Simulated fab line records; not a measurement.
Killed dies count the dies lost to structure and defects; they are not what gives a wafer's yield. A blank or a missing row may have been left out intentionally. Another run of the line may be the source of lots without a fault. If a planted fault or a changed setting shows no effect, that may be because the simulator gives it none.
Split-lot trial :: flow sky130 :: route with 708 steps; 5 lots, 23 wafers read

THE SPLIT ITSELF
At SKY_VIA4_SPUTTER_17 (material TiN, target thk 20 nm, time 80 s), the setting power w was moved away from the recipe's 4000 W on 9 of the 23 wafers read, by -11.7% to +11.5%. For the rest of the wafers, this setting stayed at what the recipe calls for.

The split's own step is where the reading is taken.

THE READING
TiN_of_VIA4_SPUTTER_17.thk nm (the simulator's own value, which no gauge read), in nm, at SKY_VIA4_SPUTTER_17 (material TiN, target thk 20 nm, time 80 s). There is no usual value for it anywhere in the file. The 14 wafers here that ran the recipe average 19.92 nm, standard deviation 0.27 nm.

wafer: L077.2
tool, chamber at the split: pvd sputter-03, -
power w as run, W: 4000
against the recipe: recipe
TiN_of_VIA4_SPUTTER_17.thk nm, nm: 19.43
against lot-mates on the recipe: -

wafer: L077.3
tool, chamber at the split: pvd sputter-03, -
power w as run, W: 4000
against the recipe: recipe
TiN_of_VIA4_SPUTTER_17.thk nm, nm: 19.66
against lot-mates on the recipe: -

wafer: L077.4
tool, chamber at the split: pvd sputter-03, -
power w as run, W: 4000
against the recipe: recipe
TiN_of_VIA4_SPUTTER_17.thk nm, nm: 19.7
against lot-mates on the recipe: -

wafer: L077.5
tool, chamber at the split: pvd sputter-03, -
power w as run, W: 3597
against the recipe: -10.1%
TiN_of_VIA4_SPUTTER_17.thk nm, nm: 17.67
against lot-mates on the recipe: -1.93

wafer: L077.6
tool, chamber at the split: pvd sputter-03, -
power w as run, W: 3597
against the recipe: -10.1%
TiN_of_VIA4_SPUTTER_17.thk nm, nm: 17.6
against lot-mates on the recipe: -2.00

wafer: L078.1
tool, chamber at the split: pvd sputter-03, -
power w as run, W: 3534
against the recipe: -11.7%
TiN_of_VIA4_SPUTTER_17.thk nm, nm: 17.58
against lot-mates on the recipe: -2.63

wafer: L078.2
tool, chamber at the split: pvd sputter-03, -
power w as run, W: 3534
against the recipe: -11.7%
TiN_of_VIA4_SPUTTER_17.thk nm, nm: 17.87
against lot-mates on the recipe: -2.34

wafer: L078.3
tool, chamber at the split: pvd sputter-03, -
power w as run, W: 3534
against the recipe: -11.7%
TiN_of_VIA4_SPUTTER_17.thk nm, nm: 17.76
against lot-mates on the recipe: -2.45

wafer: L078.4
tool, chamber at the split: pvd sputter-03, -
power w as run, W: 4000
against the recipe: recipe
TiN_of_VIA4_SPUTTER_17.thk nm, nm: 20.18
against lot-mates on the recipe: -

wafer: L078.5
tool, chamber at the split: pvd sputter-03, -
power w as run, W: 4000
against the recipe: recipe
TiN_of_VIA4_SPUTTER_17.thk nm, nm: 20.24
against lot-mates on the recipe: -

wafer: L080.1
tool, chamber at the split: pvd sputter-01, -
power w as run, W: 4460
against the recipe: +11.5%
TiN_of_VIA4_SPUTTER_17.thk nm, nm: 22.06
against lot-mates on the recipe: +2.39

wafer: L080.2
tool, chamber at the split: pvd sputter-01, -
power w as run, W: 4000
against the recipe: recipe
TiN_of_VIA4_SPUTTER_17.thk nm, nm: 19.67
against lot-mates on the recipe: -

wafer: L080.4
tool, chamber at the split: pvd sputter-01, -
power w as run, W: 4000
against the recipe: recipe
TiN_of_VIA4_SPUTTER_17.thk nm, nm: 19.7
against lot-mates on the recipe: -

wafer: L080.5
tool, chamber at the split: pvd sputter-01, -
power w as run, W: 4460
against the recipe: +11.5%
TiN_of_VIA4_SPUTTER_17.thk nm, nm: 22.04
against lot-mates on the recipe: +2.37

wafer: L080.6
tool, chamber at the split: pvd sputter-01, -
power w as run, W: 4000
against the recipe: recipe
TiN_of_VIA4_SPUTTER_17.thk nm, nm: 19.63
against lot-mates on the recipe: -

wafer: L081.1
tool, chamber at the split: pvd sputter-04, -
power w as run, W: 3666
against the recipe: -8.4%
TiN_of_VIA4_SPUTTER_17.thk nm, nm: 18.24
against lot-mates on the recipe: -1.82

wafer: L081.2
tool, chamber at the split: pvd sputter-04, -
power w as run, W: 4000
against the recipe: recipe
TiN_of_VIA4_SPUTTER_17.thk nm, nm: 20.12
against lot-mates on the recipe: -

wafer: L081.3
tool, chamber at the split: pvd sputter-04, -
power w as run, W: 4000
against the recipe: recipe
TiN_of_VIA4_SPUTTER_17.thk nm, nm: 20.09
against lot-mates on the recipe: -

wafer: L081.5
tool, chamber at the split: pvd sputter-04, -
power w as run, W: 4000
against the recipe: recipe
TiN_of_VIA4_SPUTTER_17.thk nm, nm: 19.96
against lot-mates on the recipe: -

wafer: L081.6
tool, chamber at the split: pvd sputter-04, -
power w as run, W: 3666
against the recipe: -8.4%
TiN_of_VIA4_SPUTTER_17.thk nm, nm: 18.29
against lot-mates on the recipe: -1.77

wafer: L082.1
tool, chamber at the split: pvd sputter-04, -
power w as run, W: 4000
against the recipe: recipe
TiN_of_VIA4_SPUTTER_17.thk nm, nm: 20.27
against lot-mates on the recipe: -

wafer: L082.4
tool, chamber at the split: pvd sputter-04, -
power w as run, W: 4000
against the recipe: recipe
TiN_of_VIA4_SPUTTER_17.thk nm, nm: 20.19
against lot-mates on the recipe: -

wafer: L082.5
tool, chamber at the split: pvd sputter-04, -
power w as run, W: 4000
against the recipe: recipe
TiN_of_VIA4_SPUTTER_17.thk nm, nm: 20.06
against lot-mates on the recipe: -

THE FIT
A straight line over all 23 wafers: TiN_of_VIA4_SPUTTER_17.thk nm changes by +0.195 nm for each +1% of power w; r = +0.98; the points scatter about the line by 0.25 nm.
The same after taking each lot's own level away (the mean of its wafers on the recipe; 23 wafers): +0.208 nm for each +1%; r = +1.00; scatter 0.093 nm.
According to that fit, moving power w by its largest amount changes the reading by 2.4 nm.
The lots' own levels span 19.597 to 20.210 nm, that is 2.3 times the standard deviation above.
So the lot-to-lot level changes the slope little: the two slopes agree.
Check: with one of the wafers moved furthest among these (-11.7%) left out of the fit, the line predicts -2.39 nm for it against its lot-mates. It came out at -2.63 nm against them.

OTHER SPLITS APPLIED TO THESE WAFERS
Other splits were also applied to these wafers ahead of the reading. Each is held against what the fit with the lots' levels taken away leaves over:
other split on the same wafers: SKY_CAP2M_METAL_ETCH_13 icp w
wafers away from the commonest value: 10
r with TiN_of_VIA4_SPUTTER_17.thk nm (lot level and that fit taken away): -0.04

other split on the same wafers: SKY_VIA4_CMP_02 leave above ref nm
wafers away from the commonest value: 10
r with TiN_of_VIA4_SPUTTER_17.thk nm (lot level and that fit taken away): -0.03

other split on the same wafers: SKY_VIA4_SOFTBAKE_07 time s
wafers away from the commonest value: 9
r with TiN_of_VIA4_SPUTTER_17.thk nm (lot level and that fit taken away): -0.09

THE FILE'S OWN FIT
TiN_of_VIA4_SPUTTER_17.thk nm changes by +0.207 nm for each +1% of power w, r = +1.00.
